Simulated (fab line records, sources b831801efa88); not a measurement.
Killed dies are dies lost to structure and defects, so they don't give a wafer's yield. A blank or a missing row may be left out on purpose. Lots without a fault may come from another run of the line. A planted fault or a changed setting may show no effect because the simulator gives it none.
A struck lot beside a sound one | flow sky130 | 14 steps out of a route of 708
Sound: wafers L918.3, L918.4, L918.5. Struck: wafers L931.1, L931.5. (L931.4 of the same lot was not struck and is left out.) The cause comes at the end.
At each step with rows: each side's tool, then ch and its chambers, then its first start. Under that, the readings that differ: sound wafers | struck wafers | difference of the means | sigmas: that difference in standard deviations of wafers without a fault.
alike: readings whose means differ by less than 2 such deviations, and words and numbers that are the same on both sides. not compared: withheld readings, readings that some wafer has no value for, bounds like >300 that may hide the same value, and numbers for which the record gives no deviation and whose values overlap.
The two part at a step that has a row with sigmas, a row that says differs or no value, or rows on one side only. Numbers that don't overlap but have no deviation are shown without sigmas and don't part them. A reading that every wafer of one side lacks parts them only if that side has two wafers or more.

SKY_VIA2_ETCH_14: etches BARC in N2/H2, stops on SiO2, time 45.9 s, target depth 60 nm.
  sound on rie_diel-02 ch 0,2,3, day 37 14:42; struck on rie_diel-04 ch 2,3, day 40 23:09
  alike: bias_w, drypump_motor_current_A, oes_product_au, throttle_valve_pct
  not compared: rf_hours_counter_h
SKY_VIA2_ETCH_15: etches SiO2 in C4F8/O2/Ar, stops on TiN, target depth 546 nm, time 84 s.
  sound on rie_diel-02 ch 0,2,3, day 37 14:44; struck on rie_diel-04 ch 2,3, day 40 23:11
  alike: bias_w, oes_product_au
  not compared: rf_hours_counter_h
then, 5 steps without rows for these wafers: SKY_VIA2_STRIP_16 (strips in O2/N2); SKY_VIA2_STRIP_17 (strips in post etch residue remover, time 1200 s); SKY_VIA2_CLEAN_18 (cleans in IPA, time 180 s); SKY_VIA2_CLEAN_19 (cleans in O3/DIW); SKY_VIA2_SPUTTER_20 (material TiN, target thk 20 nm, time 80 s).
SKY_VIA2_CVD_21: deposits W, target thk 420 nm, time 126.4 s.
  sound on cvd_w-01 ch 0,1, day 37 15:51; struck on cvd_w-01 ch 0,1, day 40 23:55
  alike: heater_power_w
SKY_VIA2_RS_MEAS_22: measures by four-point-probe.
  sound on film_metro-03, day 37 15:59; struck on film_metro-02, day 41 00:02
  alike: VIA2_W_RS
SKY_VIA2_THK_MEAS_23: measures by xrf.
  sound on film_metro-03, day 37 16:05; struck on film_metro-02, day 41 00:10
  alike: VIA2_W_THK
SKY_VIA2_CMP_24: polishes, stops on SiO2, t overpolish 20 s, target thk 0 nm.
  sound on cmp-02 ch 0,2, day 37 16:07; struck on cmp-02 ch 2, day 41 00:16
  alike: motor_current_A, overpolish_run_s, time_to_endpoint_s
SKY_METAL3_SPUTTER_00: material Ti, target thk 15 nm, time 10 s.
  sound on pvd_sputter-02, day 37 16:25; struck on pvd_sputter-02, day 41 00:31
  alike: chamber_pressure_pa, throttle_valve_pct
SKY_METAL3_SPUTTER_01: material TiN, target thk 20 nm, time 16.7 s.
  sound on pvd_sputter-02, day 37 16:26; struck on pvd_sputter-02, day 41 00:33
  reading                                    | sound                | struck        | difference | sigmas
  chamber_pressure_pa (Pa)                   | 0.4000 0.4002 0.3986 | 0.6628 0.6624 | +0.2630    | +99 or more
  throttle_valve_pct (%)                     | 30.7 28.3 28.2       | 23.1 22.9     | -6.1       | -6
  model.TiN_of_METAL3_SPUTTER_01.thk_nm (nm) | 19.9 19.96 19.67     | 18.17 18.21   | -1.65      |
then, 1 step without rows for these wafers: SKY_METAL3_SPUTTER_02 (material AlCu, target thk 735 nm, time 39.1 s).

WHERE THEY PART
Only at SKY_METAL3_SPUTTER_01, within this record.

WHY: what the simulator had put in
Process parameter drift: pvd_sputter-02, from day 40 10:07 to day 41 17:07, at SKY_METAL3_SPUTTER_01. Setting chamber_pressure_pa, moved by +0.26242, from 0.4. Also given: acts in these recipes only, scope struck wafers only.
